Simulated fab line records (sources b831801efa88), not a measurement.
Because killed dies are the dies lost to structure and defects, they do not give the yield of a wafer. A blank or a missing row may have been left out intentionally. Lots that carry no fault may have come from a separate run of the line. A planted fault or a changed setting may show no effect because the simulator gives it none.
A lot that was struck, set against a sound lot | flow sky130 | 15 steps out of a route of 708
Sound: these wafers, L317.2, L317.4, L317.6. Wafers struck: L328.1, L328.4, L328.5. The cause comes at the end.
For every step that has rows: the tool of each side, followed by ch and its chambers, followed by its first start. Under that, the readings that differ: sound wafers | struck wafers | difference of the means | sigmas: that difference in standard deviations of wafers without a fault.
alike: same words and numbers on both sides, and readings whose means sit less than 2 such deviations apart. not compared: any withheld reading, any reading some wafer has no value for, any bound like >300 that may hide the same value, and any number with overlapping values for which the record gives no deviation.
Wherever a step has rows on one side only, a row that says differs or no value, or a row with sigmas, the two part there. Numbers that have no deviation but don't overlap get no sigmas and don't part them. A reading missing from all wafers of one side parts the sides only when that side holds two or more wafers.

SKY_METAL2_SPUTTER_02: material AlCu, target thk 250 nm, time 13.3 s.
  sound on pvd_sputter-01, day 34 09:26; struck on pvd_sputter-04, day 38 03:34
  alike: chamber_pressure_pa, throttle_valve_pct
SKY_METAL2_SPUTTER_03: material Ti, target thk 5 nm, time 3.3 s.
  sound on pvd_sputter-01, day 34 09:28; struck on pvd_sputter-04, day 38 03:35
  alike: chamber_pressure_pa, throttle_valve_pct
SKY_METAL2_SPUTTER_04: material TiN, target thk 70 nm, time 58.3 s.
  sound on pvd_sputter-01, day 34 09:29; struck on pvd_sputter-04, day 38 03:37
  alike: chamber_pressure_pa, throttle_valve_pct
SKY_METAL2_RS_MEAS_05: a four-point-probe measurement.
  sound on film_metro-03, day 34 09:33; struck on film_metro-03, day 38 03:40
  alike: METAL2_ALCU_RS
SKY_METAL2_THK_MEAS_06: measures by xrf.
  sound on film_metro-03, day 34 09:40; struck on film_metro-03, day 38 03:47
  alike: METAL2_ALCU_THK
then, 7 steps without rows for these wafers: SKY_METAL2_DEHYDRATE_07 (time 60 s); SKY_METAL2_HMDS_08 (prime time 60 s); SKY_METAL2_COAT_09 (resist thk 60 nm); SKY_METAL2_COAT_10 (resist thk 450 nm); SKY_METAL2_SOFTBAKE_11 (time 90 s); SKY_METAL2_EXPOSE_12 (exposes mask MM2, target cd 140 nm); SKY_METAL2_PEB_13.
SKY_METAL2_DEVELOP_14: develop time 60 s.
  sound on litho_track-01 ch 0, day 35 08:00; struck on litho_track-03 ch 0, day 39 04:00
  reading              | sound             | struck            | difference | sigmas
  developer_temp_C (C) | 20.84 20.76 20.90 | 21.67 21.87 21.53 | +0.86      | +8
  alike: chill_plate_temp_C
SKY_METAL2_CD_MEAS_15: target cd 140 nm.
  sound on cd_sem-01, day 35 22:05; struck on cd_sem-01, day 39 04:35
  reading    | sound             | struck            | difference | sigmas
  cd_nm (nm) | 138.2 137.9 137.8 | 141.1 140.9 142.3 | +3.5       | +2
-- the record jumps here: 10 days lie between the struck wafers' starts before and after (it left off in module METAL2 and takes up again in module PAD_OPEN, whose first step shown is number 708 of the route) --
SKY_PAD_OPEN_PROBE_99:
  sound on prober-02, day 46 08:40; struck on prober-02, day 49 02:17
  alike: defect_limited_yield, killed_at_M0_to_M3, killed_at_M4_up, killed_at_contacts, killed_at_front_end, killed_at_other, killed_dies, killed_open, killed_short, sort_bin_3_pad_short, sort_bin_5_function, sort_bin_6_memory, sort_n_pass, sort_yield_pct

WHERE THEY PART
At SKY_METAL2_DEVELOP_14 first; at SKY_METAL2_CD_MEAS_15 last (within this record only). Later steps at which nothing parts them and some readings are alike: SKY_PAD_OPEN_PROBE_99.

WHY: the cause the simulator had injected
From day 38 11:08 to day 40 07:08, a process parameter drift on litho_track-03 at SKY_METAL2_DEVELOP_14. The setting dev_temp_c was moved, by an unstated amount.
